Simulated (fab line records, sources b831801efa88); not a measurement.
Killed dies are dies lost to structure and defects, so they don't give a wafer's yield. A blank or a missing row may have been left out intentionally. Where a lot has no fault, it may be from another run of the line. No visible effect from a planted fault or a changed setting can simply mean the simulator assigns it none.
Struck lot and sound lot, side by side / flow gf180mcu / 30 out of 602 route steps
Sound: these wafers, L670.2, L670.4, L670.6. Struck: wafer L662.2; the same lot's L662.6 was not struck, so it is left out; see the end for the cause.
For every step that has rows: the tool of each side, followed by ch and its chambers, followed by its first start. Under that, the readings that differ: sound wafers / struck wafers / difference of the means / sigmas: that difference in standard deviations of wafers without a fault.
alike: readings with means less than 2 such deviations apart, plus words and numbers identical on both sides. not compared: withheld readings, readings lacking a value on some wafer, bounds such as >300 that could conceal the same value, and numbers that have no deviation in the record and whose values overlap.
The two part at a step that has a row with sigmas, a row that says differs or no value, or rows on one side only. Numbers that don't overlap but have no deviation are shown without sigmas and don't part them. Lack of a reading on every wafer of one side parts them only where that side has two or more wafers.

first, 3 steps without rows for these wafers: GF_PSD_EXPOSE_04 (exposes mask Pplus, target cd 400 nm); GF_PSD_PEB_05; GF_PSD_DEVELOP_06 (develop time 60 s).
GF_PSD_CD_MEAS_07: target cd 400 nm.
  struck on cd_sem-01, day 18 02:01; sound on cd_sem-01, day 20 21:36
  alike: cd_nm
GF_PSD_OVL_MEAS_08:
  struck on overlay-01, day 18 02:07; sound on overlay-01, day 20 21:43
reading=PSD_OVL (nm); sound=0.7 3.4 1.7; struck=-0.7; difference=-2.6; sigmas=-2
following that, these wafers have no rows for 1 step: GF_PSD_IMPLANT_09.
GF_PSD_STRIP_10: strips in O2/N2.
  sound on plasma_asher-02 ch 0,1, day 20 21:53; struck on plasma_asher-01 ch 0, day 18 02:17
reading=heater_power_w (W); sound=286 429 419; struck=272; difference=-106; sigmas=-3
  alike: drypump_motor_current_A, oes_product_au, strip_time_to_endpoint_s
  not compared: rf_hours_counter_h
GF_PSD_TW_MEAS_11:
  struck on film_metro-02, day 18 02:24; sound on film_metro-04, day 20 22:00
reading=PSD_TW; sound=3147 3155 3153; struck=3221; difference=+69; sigmas=+4
then, 1 step without rows for these wafers: GF_PSD_CLEAN_12 (cleans in SC1/SC2, time 150 s).
GF_PSD_RTA_13: time 20 s.
  sound on rtp_anneal-02 ch 0, day 20 22:07; struck on rtp_anneal-02 ch 0, day 18 02:31
  alike: lamp_power_pct, wafer_temp_C_max
GF_PSD_RS_MEAS_14: uses a four-point probe to measure.
  struck on film_metro-01, day 18 02:37; sound on film_metro-01, day 20 22:13
reading=NSD_RS (ohm/sq); sound=46.08 46.04 46.08; struck=45.85; difference=-0.22; sigmas=-2
GF_PSD_RS_MEAS_15: uses a four-point probe to measure.
  struck on film_metro-01, day 18 02:44; sound on film_metro-01, day 20 22:20
  alike: PSD_RS
GF_SAB_CVD_00: deposits SiO2 from TEOS, target thk 50 nm, time 4.9302 s.
  sound on pecvd-03 ch 0,2, day 20 22:26; struck on pecvd-02 ch 1, day 18 02:50
reading=model.SiO2_of_SAB_CVD_00.thk_nm (nm); sound=49.54 50.69 50.25; struck=68.6; difference=+18.4; sigmas=
  alike: heater_power_w
GF_SAB_THK_MEAS_01:
  struck on film_metro-03, day 18 02:52; sound on film_metro-04, day 20 22:28
reading=SAB_CVD_00_THK (nm); sound=49.6 50.7 50.3; struck=68.6; difference=+18.4; sigmas=+29
then, 7 steps without rows for these wafers: GF_SAB_DEHYDRATE_02 (time 60 s); GF_SAB_HMDS_03 (prime time 60 s); GF_SAB_COAT_04 (resist thk 1000 nm); GF_SAB_SOFTBAKE_05 (time 60 s); GF_SAB_EXPOSE_06 (exposes mask SAB, target cd 420 nm); GF_SAB_PEB_07; GF_SAB_DEVELOP_08 (develop time 60 s).
GF_SAB_CD_MEAS_09: target cd 420 nm.
  struck on cd_sem-01, day 19 02:10; sound on cd_sem-01, day 21 21:49
  alike: cd_nm
GF_SAB_OVL_MEAS_10:
  struck on overlay-01, day 19 02:17; sound on overlay-01, day 21 21:55
  alike: SAB_OVL
GF_SAB_ETCH_11: etches SiO2 in C4F8/O2/Ar, target depth 55 nm, time 8.5 s.
  sound on rie_diel-04 ch 1,2,3, day 21 21:57; struck on rie_diel-02 ch 1, day 19 02:19
  alike: oes_product_au
  not compared: rf_hours_counter_h
then, 1 step without rows for these wafers: GF_SAB_WET_ETCH_12 (etches SiO2 in dHF, target depth 22 nm, time 440 s).
GF_SAB_STRIP_13: strips in O2/N2.
  sound on plasma_asher-03 ch 0,1, day 21 22:06; struck on plasma_asher-03 ch 0, day 19 02:28
  alike: drypump_motor_current_A, heater_power_w, oes_product_au, strip_time_to_endpoint_s
  not compared: rf_hours_counter_h
then, 1 step without rows for these wafers: GF_SALICIDE_CLEAN_00 (cleans in SC1/SC2, time 150 s).
GF_SALICIDE_WET_ETCH_01: etches SiO2 in dHF, target depth 5 nm, time 100 s.
  sound on wet_bench-01 ch 1, day 21 22:15; struck on wet_bench-03 ch 2, day 19 02:37
reading=model.SiO2_of_SAB_CVD_00.thk_nm (nm); sound=38.82 39.96 39.52; struck=57.96; difference=+18.53; sigmas=
GF_SALICIDE_SPUTTER_02: material Co, target thk 10 nm, time 20 s.
  struck on pvd_sputter-02, day 19 02:38; sound on pvd_sputter-02, day 21 22:17
  alike: throttle_valve_pct
GF_PASSIVATION_PROBE_99:
  sound wafers here have rows in the record (prober-02, day 34 02:50); struck ones have none

## WHERE THEY PART
Earliest at GF_PSD_OVL_MEAS_08; latest, in this record, at GF_PASSIVATION_PROBE_99.

WHY: what had been put in by the simulator
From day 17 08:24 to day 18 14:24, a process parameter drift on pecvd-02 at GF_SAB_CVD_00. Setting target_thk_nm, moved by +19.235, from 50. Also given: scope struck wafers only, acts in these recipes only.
